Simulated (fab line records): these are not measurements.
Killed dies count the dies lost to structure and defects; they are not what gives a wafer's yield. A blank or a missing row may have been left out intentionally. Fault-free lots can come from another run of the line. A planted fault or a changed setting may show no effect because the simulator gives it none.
Struck lot and sound lot, side by side / flow sfq-line / 14 out of 325 route steps
Sound: wafers L453.1, L453.3, L453.4. Wafers L459.5, L459.6 were the ones struck. Last of all comes the cause.
At each step with rows: each side's tool, then ch and its chambers, then its first start. Under that, the readings that differ: sound wafers / struck wafers / difference of the means / sigmas: that difference in standard deviations of wafers without a fault.
alike: words and numbers the same on both sides, and readings whose means are apart by under 2 such deviations; not compared: readings that were withheld, readings missing a value for some wafer, numbers with overlapping values and no deviation given by the record, and bounds like >300 which may hide the same value.
A row with sigmas, a row that says differs or no value, or rows on one side alone: a step with any of these is where the two part. When numbers do not overlap yet have no deviation, they are printed without sigmas and do not part them. A reading that every wafer of one side lacks parts them only if that side has two wafers or more.

first, 2 steps without rows for these wafers: SFQ_TRILAYER_I2_VIA_STRIP_SOLV_CLEAN_072 (cleans in NMP, time 600 s); SFQ_TRILAYER_M3_DEP_PRE_CLEAN_074 (time 22.5 s).
SFQ_TRILAYER_M3_DEP_SPUTTER_073: material Nb, target thk 200 nm, time 133.3 s.
  struck on pvd-sputter-04, day 32 11:27; sound on pvd-sputter-04, day 30 06:53
  alike: resputter-cathode-voltage-v, throttle-valve-pct
SFQ_M3_RS_MEAS_919: uses a four-point probe to measure.
  struck on film-metro-04, day 32 11:34; sound on film-metro-04, day 30 06:58
  alike: M3_NB_RS
then, 6 steps without rows for these wafers: SFQ_TRILAYER_M3_LITHO_COAT_080 (resist thk 62 nm); SFQ_TRILAYER_M3_LITHO_COAT_075 (resist thk 600 nm); SFQ_TRILAYER_M3_LITHO_SOFTBAKE_079; SFQ_TRILAYER_M3_LITHO_EXPOSE_076 (exposes mask M3, target cd 500 nm); SFQ_TRILAYER_M3_LITHO_PEB_078 (peb time 60 s); SFQ_TRILAYER_M3_LITHO_DEVELOP_077 (time 60 s).
-- the record jumps here: 6 days lie between the struck wafers' starts before and after --
SFQ_M3_OVL_MEAS_921:
  struck on overlay-02, day 38 19:50; sound on overlay-01, day 37 01:58
  alike: M3_OVL
SFQ_TRILAYER_M3_BARC_OPEN_METAL_ETCH_100: etches BARC in O2, target depth 125 nm, time 41.7 s.
  sound on rie-metal-04 ch 0,1, day 37 02:00; struck on rie-metal-01 ch 0,1, day 38 19:53
reading=model.KrF_of_TRILAYER_M3_LITHO_COAT_075.thk-nm (nm); sound=523 523.7 525.2; struck=538.6 538.3; difference=+14.5; sigmas=
  alike: drypump-motor-current-A, oes-product-au
  not compared: rf-hours-counter-h
SFQ_TRILAYER_M3_ETCH_METAL_ETCH_078: etches Nb in Cl2/Ar, stops on SiO2, target depth 240 nm, time 120 s.
  sound on rie-metal-04 ch 0,1, day 37 02:04; struck on rie-metal-01 ch 0,1, day 38 19:59
reading=model.KrF_of_TRILAYER_M3_LITHO_COAT_075.thk-nm (nm); sound=381.8 380.6 384; struck=396.6 394.5; difference=+13.4; sigmas=
  alike: drypump-motor-current-A, oes-product-au
  not compared: rf-hours-counter-h
SFQ_TRILAYER_M3_STRIP_STRIP_079: strips in O2.
  sound on rie-metal-04 ch 0,1, day 37 02:11; struck on rie-metal-01 ch 0,1, day 38 20:25
  alike: drypump-motor-current-A, oes-product-au
  not compared: rf-hours-counter-h

WHERE THEY PART
Nowhere in this record.

WHY: the cause the simulator had injected
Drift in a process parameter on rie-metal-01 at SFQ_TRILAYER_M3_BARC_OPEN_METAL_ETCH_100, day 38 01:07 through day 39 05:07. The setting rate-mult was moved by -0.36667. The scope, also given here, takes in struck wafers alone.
